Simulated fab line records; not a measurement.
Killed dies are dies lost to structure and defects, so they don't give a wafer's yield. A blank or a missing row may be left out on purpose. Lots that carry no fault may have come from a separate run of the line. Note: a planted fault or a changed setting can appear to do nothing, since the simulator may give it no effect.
A lot that was struck, set against a sound lot	flow sfqLine	15 steps out of a route of 325
Sound: these wafers, L490.1, L490.2, L490.6. The struck wafers were L507.2, L507.4, L507.6. Last of all comes the cause.
Per side, at each step with rows, come the tool, then ch with its chambers, and then its first start. Under that, the readings that differ: sound wafers	struck wafers	difference of the means	sigmas: that difference in standard deviations of wafers without a fault.
alike: words and numbers the same on both sides, and readings whose means are apart by under 2 such deviations; not compared: readings that were withheld, readings missing a value for some wafer, numbers with overlapping values and no deviation given by the record, and bounds like >300 which may hide the same value.
A row with sigmas, a row that says differs or no value, or rows on one side alone: a step with any of these is where the two part. Numbers that don't overlap but have no deviation are shown without sigmas and don't part them. A reading missing from all wafers of one side parts the sides only when that side holds two or more wafers.

first, 1 step without rows for these wafers: SFQ_TRILAYER_M4_STRIP_SOLV_CLEAN_098 (cleans in NMP, time 600 s).
SFQ_TRILAYER_I4_DEP_PECVD_099: deposits SiO2 from SiH4/N2O, time 111.11 s, target thk 500 nm.
  sound on pecvd-02 ch 1,2, day 36 17:10; struck on pecvd-02 ch 0,2, day 49 21:55
  alike: heaterPowerW, throttleValvePct
SFQ_TRILAYER_I4_CMP_CMP_100: polishes SiO2.
  sound on cmp-01 ch 0,1, day 37 05:34; struck on cmp-02 ch 0,1,2, day 50 00:12
  alike: headPressurePsi, motorCurrentA, slurryFlowMlMin, timeToEndpointS
SFQ_I4_BOW_MEAS_927:
  sound on filmMetro-02, day 37 08:34; struck on filmMetro-03, day 50 02:13
  alike: I4_BOW
SFQ_TRILAYER_I4_METRO_MEASURE_101:
  sound on filmMetro-02, day 37 08:41; struck on filmMetro-03, day 50 02:31
reading	sound	struck	difference	sigmas
thkNm (nm)	198.3 198.6 198.1	201.4 200.9 200.0	+2.4	+2
then, 6 steps without rows for these wafers: SFQ_TRILAYER_I4_VIA_LITHO_COAT_108 (resist thk 62 nm); SFQ_TRILAYER_I4_VIA_LITHO_COAT_103 (resist thk 650 nm); SFQ_TRILAYER_I4_VIA_LITHO_SOFTBAKE_107; SFQ_TRILAYER_I4_VIA_LITHO_EXPOSE_104 (exposes mask I4, target cd 700 nm); SFQ_TRILAYER_I4_VIA_LITHO_PEB_106 (peb time 60 s); SFQ_TRILAYER_I4_VIA_LITHO_DEVELOP_105 (time 60 s).
-- the record jumps here: 5 days lie between the struck wafers' starts before and after --
SFQ_I4_OVL_MEAS_928:
  sound on overlay-02, day 37 14:47; struck on overlay-02, day 54 19:55
  alike: I4_OVL
SFQ_TRILAYER_I4_VIA_BARC_OPEN_VIA_ETCH_146: etches BARC in O2, target depth 125 nm, time 41.7 s.
  sound on rieDiel-03 ch 0,1,2, day 37 14:49; struck on rieDiel-03 ch 1,2, day 54 19:56
reading	sound	struck	difference	sigmas
model.KrF_of_TRILAYER_I4_VIA_LITHO_COAT_103.thkNm (nm)	570.3 573.3 571.6	596.2 596.5 598.6	+25.4	
  alike: drypumpMotorCurrentA, oesProductAu
  not compared: rfHoursCounterH
SFQ_TRILAYER_I4_VIA_ETCH_VIA_ETCH_106: etches SiO2 in CHF3, stops on Nb, target depth 260 nm.
  sound on rieDiel-03 ch 0,1,2, day 37 14:51; struck on rieDiel-03 ch 1,2, day 54 19:59
reading	sound	struck	difference	sigmas
oesProductAu (a.u.)	0.854 0.854 0.845	0.863 0.862 0.865	+0.012	+2
model.KrF_of_TRILAYER_I4_VIA_LITHO_COAT_103.thkNm (nm)	525.4 527.4 525.9	550.9 552.1 553.6	+26.0	
  alike: drypumpMotorCurrentA
SFQ_TRILAYER_I4_VIA_STRIP_STRIP_107: strips in O2.
  sound on rieMetal-04 ch 0,1, day 37 14:58; struck on rieMetal-04 ch 0,1, day 54 20:05
  alike: drypumpMotorCurrentA, oesProductAu
  not compared: rfHoursCounterH

WHERE THEY PART
At SFQ_TRILAYER_I4_METRO_MEASURE_101 first; at SFQ_TRILAYER_I4_VIA_ETCH_VIA_ETCH_106 last (within this record only). Later steps at which nothing parts them and some readings are alike: SFQ_TRILAYER_I4_VIA_STRIP_STRIP_107.

WHY: what the simulator had put in
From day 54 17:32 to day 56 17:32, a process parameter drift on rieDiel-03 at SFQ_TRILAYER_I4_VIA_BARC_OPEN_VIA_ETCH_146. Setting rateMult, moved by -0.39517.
